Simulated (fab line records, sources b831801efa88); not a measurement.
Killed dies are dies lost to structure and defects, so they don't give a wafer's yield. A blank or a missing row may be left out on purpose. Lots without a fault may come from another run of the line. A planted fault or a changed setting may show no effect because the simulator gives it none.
Split-lot experiment | flow gf180mcu | 5 lots, 27 wafers read, on a route of 602 steps

THE SPLIT
At GF_TOP_METAL_METAL_ETCH_16 (etches the open film in Cl2/BCl3, stops on SiO2, target depth 1077.5 nm, time 179.6 s), the setting time_s was moved away from the recipe's 179.6 s on 9 of the 27 wafers read, by -28.3% to +20.9%. The other wafers ran this setting at the recipe's value.

The reading is taken at the split's own step.

THE READING
oes_product_au, in a.u., at GF_TOP_METAL_METAL_ETCH_16 (etches the open film in Cl2/BCl3, stops on SiO2, target depth 1077.5 nm, time 179.6 s). Fault-free wafers of this fab line usually give 0.962 a.u., standard deviation 0.0055 a.u..

wafer  | tool, chamber at the split | time_s as run, s | against the recipe | oes_product_au, a.u. | against lot-mates on the recipe
L075.1 | rie_metal-03, 0            | 179.6            | recipe             | 0.969                | -
L075.2 | rie_metal-03, 1            | 179.6            | recipe             | 0.965                | -
L075.3 | rie_metal-03, 1            | 179.6            | recipe             | 0.961                | -
L075.4 | rie_metal-03, 0            | 179.6            | recipe             | 0.975                | -
L075.5 | rie_metal-03, 0            | 179.6            | recipe             | 0.968                | -
L075.6 | rie_metal-03, 1            | 179.6            | recipe             | 0.979                | -
L076.1 | rie_metal-04, 0            | 179.6            | recipe             | 0.969                | -
L076.2 | rie_metal-04, 0            | 179.6            | recipe             | 0.970                | -
L076.3 | rie_metal-04, 0            | 206.7            | +15.1%             | 0.957                | -0.012
L076.4 | rie_metal-04, 0            | 179.6            | recipe             | 0.969                | -
L076.5 | rie_metal-04, 0            | 206.7            | +15.1%             | 0.962                | -0.007
L076.6 | rie_metal-04, 0            | 206.7            | +15.1%             | 0.952                | -0.017
L079.1 | rie_metal-04, 0            | 179.6            | recipe             | 0.962                | -
L079.2 | rie_metal-04, 1            | 179.6            | recipe             | 0.962                | -
L079.3 | rie_metal-04, 1            | 217.2            | +20.9%             | 0.957                | -0.006
L079.4 | rie_metal-04, 0            | 179.6            | recipe             | 0.964                | -
L079.5 | rie_metal-04, 1            | 217.2            | +20.9%             | 0.953                | -0.010
L079.6 | rie_metal-04, 0            | 217.2            | +20.9%             | 0.949                | -0.014
L080.2 | rie_metal-01, 0            | 179.6            | recipe             | 0.967                | -
L080.4 | rie_metal-01, 0            | 179.6            | recipe             | 0.957                | -
L080.5 | rie_metal-01, 1            | 179.6            | recipe             | 0.964                | -
L082.1 | rie_metal-04, 1            | 179.6            | recipe             | 0.960                | -
L082.2 | rie_metal-04, 0            | 128.7            | -28.3%             | 0.993                | +0.033
L082.3 | rie_metal-04, 1            | 179.6            | recipe             | 0.961                | -
L082.4 | rie_metal-04, 0            | 128.7            | -28.3%             | 1.001                | +0.041
L082.5 | rie_metal-04, 1            | 128.7            | -28.3%             | 1.004                | +0.044
L082.6 | rie_metal-04, 0            | 179.6            | recipe             | 0.960                | -

THE FIT
A straight line over all 27 wafers: oes_product_au changes by -0.00093 a.u. for each +1% of time_s; r = -0.89; the points scatter about the line by 0.0062 a.u..
The same after taking each lot's own level away (the mean of its wafers on the recipe; 27 wafers): -0.00103 a.u. for each +1%; r = -0.91; scatter 0.0062 a.u..
On that fit, the largest move of time_s shifts the reading by 0.029 a.u..
The lots' own levels span 0.9603 to 0.9695 a.u., that is 1.7 times the standard deviation above.
So the lot-to-lot level changes the slope little: the two slopes agree.
Check: with one of the wafers moved furthest among these (-28.3%) left out of the fit, the line predicts +0.0318 a.u. for it against its lot-mates. It came out at +0.0327 a.u. against them.
Tool readings at the split's step, against how far the setting was moved: oes_product_au r = -0.89.

OTHER SPLITS ON THESE WAFERS
These wafers also went through other splits before the reading. Each is held against what the fit with the lots' levels taken away leaves over:
other split on the same wafers | wafers away from the commonest value | r with oes_product_au (lot level and that fit taken away)
GF_TOP_METAL_SPUTTER_04 time_s | 12                                   | +0.34

THE WHOLE CHAIN: every reading that the file lists as answering this split, in the file's order
step                       | what it does                                                                          | reading                                                                              | change (the file's fit)                   | r (the file's)
GF_TOP_METAL_METAL_ETCH_16 | etches the open film in Cl2/BCl3, stops on SiO2, target depth 1077.5 nm, time 179.6 s | oes_product_au                                                                       | -0.00102 a.u. for each +1% of the setting | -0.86
GF_TOP_METAL_METAL_ETCH_16 | etches the open film in Cl2/BCl3, stops on SiO2, target depth 1077.5 nm, time 179.6 s | NOVOLAK_of_TOP_METAL_COAT_09.thk_nm (the simulator's own value, which no gauge read) | -4.35 nm for each +1% of the setting      | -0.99
GF_TOP_METAL_STRIP_17      | strips in O2/N2                                                                       | strip_time_to_endpoint_s                                                             | withheld for each +1% of the setting      | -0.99

THE FILE'S OWN FIT
oes_product_au changes by -0.00102 a.u. for each +1% of time_s, r = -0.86.
